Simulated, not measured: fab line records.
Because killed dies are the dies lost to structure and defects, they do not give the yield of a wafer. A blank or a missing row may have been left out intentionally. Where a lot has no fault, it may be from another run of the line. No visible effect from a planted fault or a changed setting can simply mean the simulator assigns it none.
A lot that was struck, set against a sound lot || flow sfq line || 13 steps out of a route of 325
Sound: these wafers, L501.1, L501.2, L501.5. Wafers struck: L512.3, L512.4, L512.6. The cause comes at the end.
At each step with rows: each side's tool, then ch and its chambers, then its first start. Under that, the readings that differ: sound wafers || struck wafers || difference of the means || sigmas: that difference in standard deviations of wafers without a fault.
alike: a reading whose means differ by less than 2 such deviations, as well as words and numbers matching on both sides. not compared: withheld readings; readings where some wafer has no value; bounds like >300 that might hide an equal value; numbers whose values overlap and for which the record gives no deviation.
Wherever a step has rows on one side only, a row that says differs or no value, or a row with sigmas, the two part there. Numbers that don't overlap but have no deviation are shown without sigmas and don't part them. A reading that every wafer of one side lacks parts them only if that side has two wafers or more.

first, 1 step without rows for these wafers: SFQ_TRILAYER_M4_DEP_PRE_CLEAN_092 (time 22.5 s).
SFQ_TRILAYER_M4_DEP_SPUTTER_091: material Nb, target thk 200 nm, time 133.3 s.
  sound: pvd sputter-05 at day 34 04:16; struck: pvd sputter-03 at day 37 22:25
  alike: cathode dc power W, throttle valve pct
SFQ_M4_RS_MEAS_924: measures by four-point-probe.
  sound: film metro-01 at day 34 04:22; struck: film metro-04 at day 37 22:33
  alike: M4_NB_RS
then, 6 steps without rows for these wafers: SFQ_TRILAYER_M4_LITHO_COAT_098 (resist thk 62 nm); SFQ_TRILAYER_M4_LITHO_COAT_093 (resist thk 600 nm); SFQ_TRILAYER_M4_LITHO_SOFTBAKE_097; SFQ_TRILAYER_M4_LITHO_EXPOSE_094 (exposes mask M4, target cd 500 nm); SFQ_TRILAYER_M4_LITHO_PEB_096 (peb time 60 s); SFQ_TRILAYER_M4_LITHO_DEVELOP_095 (time 60 s).
SFQ_M4_OVL_MEAS_926:
  sound: overlay-01 at day 36 20:14; struck: overlay-01 at day 39 11:39
  alike: M4_OVL
SFQ_TRILAYER_M4_BARC_OPEN_METAL_ETCH_123: etches BARC in O2, target depth 125 nm, time 41.7 s.
  sound on rie metal-03 ch 0,1, day 36 20:16; struck on rie metal-03 ch 0,1, day 39 11:41
  alike: bias w, chamber pressure mTorr, drypump motor current A, oes product au, rf fwd power W
  not compared: rf hours counter h
SFQ_TRILAYER_M4_ETCH_METAL_ETCH_096: etches Nb in Cl2/Ar, stops on SiO2, target depth 240 nm, time 120 s.
  sound on rie metal-03 ch 0,1, day 36 20:20; struck on rie metal-03 ch 0,1, day 39 11:47
{"reading": "rf fwd power W (W)", "sound": "601.1 595.6 596.3", "struck": "503.0 503.9 501.1", "difference": -95.0, "sigmas": -50}
{"reading": "model.KrF_of_TRILAYER_M4_LITHO_COAT_093.thk nm (nm)", "sound": "388.5 380.4 377.3", "struck": "402.5 406.5 401.4", "difference": "+21.4", "sigmas": ""}
  alike: bias w, chamber pressure mTorr, drypump motor current A, oes product au
  not compared: rf hours counter h
SFQ_TRILAYER_M4_STRIP_STRIP_097: strips in O2.
  sound on rie metal-03 ch 0,1, day 36 20:28; struck on rie metal-03 ch 0,1, day 39 12:04
  alike: chamber pressure mTorr, drypump motor current A, oes product au
  not compared: rf hours counter h

== WHERE THEY PART ==
SFQ_TRILAYER_M4_ETCH_METAL_ETCH_096 only, going by this record. Later steps at which nothing parts them and some readings are alike: SFQ_TRILAYER_M4_STRIP_STRIP_097.

WHY: what the simulator had put in
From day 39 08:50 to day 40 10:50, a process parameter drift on rie metal-03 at SFQ_TRILAYER_M4_ETCH_METAL_ETCH_096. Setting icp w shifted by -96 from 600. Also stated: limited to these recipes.
